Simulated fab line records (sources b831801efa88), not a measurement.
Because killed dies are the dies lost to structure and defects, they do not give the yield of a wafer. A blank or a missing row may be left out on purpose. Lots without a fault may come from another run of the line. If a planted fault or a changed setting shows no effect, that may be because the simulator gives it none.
Chamber matching	flow gf180mcu	GF_CONTACT_CMP_04 on cmp-02: 4 sister chambers
The step polishes SiO2. 18 wafers are shown with their chamber, then 9 later ones without.

== WAFERS PAIRED WITH THEIR CHAMBERS ==
wafer	chamber	motor current A (A)	retaining ring pressure frac	time to endpoint s (s)
L550.1	1	11.9	1.002	103
L550.2	0	10.6	1.003	95
L550.4	2	11.9	1.006	104
L553.2	1	12.5	1.008	103
L553.3	0	10.9	1.001	101
L553.6	2	12.3	0.997	113
L557.1	2	12.6	1.004	114
L557.4	0	10.0	0.999	108
L557.5	3	10.9	1.002	120
L558.3	2	12.5	1.000	104
L558.5	1	12.9	1.006	102
L558.6	2	12.5	0.998	109
L560.1	0	10.5	1.004	97
L560.4	3	11.2	0.997	110
L560.6	0	9.6	1.001	106
L569.2	2	13.8	1.006	95
L569.3	1	12.3	0.999	97
L569.4	3	10.9	0.994	101

SIGNATURES, as means of the wafers listed above
reading	chamber 0	chamber 1	chamber 2	chamber 3	scatter within a chamber
motor current A	10.320	12.400	12.600	11.000	0.513
retaining ring pressure frac	1.00160	1.00375	1.00183	0.99767	0.00356
time to endpoint s	101.40	101.25	106.50	110.33	6.44
Rule: for each reading, subtract the chamber's mean from the wafer's reading, divide by that reading's scatter and square the result; add these up over the readings and take the root, which gives the wafer's distance from the chamber. The wafer belongs to the nearest chamber; if the next one is less than 2 further off, it can't be placed. The scatter is the square root of a quotient: the sum, over the shown wafers, of each reading's squared deviation from its chamber's mean, divided by wafers minus chambers.

== WAFERS MISSING THEIR CHAMBER ==
wafer	motor current A (A)	retaining ring pressure frac	time to endpoint s (s)
L570.1	12.2	0.997	97
L570.2	10.8	0.995	105
L570.5	10.0	0.999	113
L572.2	11.9	1.000	103
L572.5	11.5	0.998	106
L572.6	10.0	0.997	103
L573.1	10.7	0.996	109
L573.2	10.3	1.003	106
L573.3	12.0	1.005	117

== WHICH CHAMBER EACH ONE RAN IN ==
wafer	from the rows above	in truth
L570.1	can't be placed: 1 or 2 or 3 or 0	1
L570.2	can't be placed: 3 or 0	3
L570.5	can't be placed: 3 or 0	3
L572.2	can't be placed: 1 or 2 or 3 or 0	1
L572.5	can't be placed: 3 or 2 or 1 or 0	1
L572.6	can't be placed: 0 or 3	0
L573.1	can't be placed: 3 or 0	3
L573.2	can't be placed: 0 or 3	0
L573.3	can't be placed: 2 or 1 or 3 or 0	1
Correctly placed: 0 of 9. These rows do not allow placing 9 (true chamber among the candidates in 9). 0 placed wrongly.
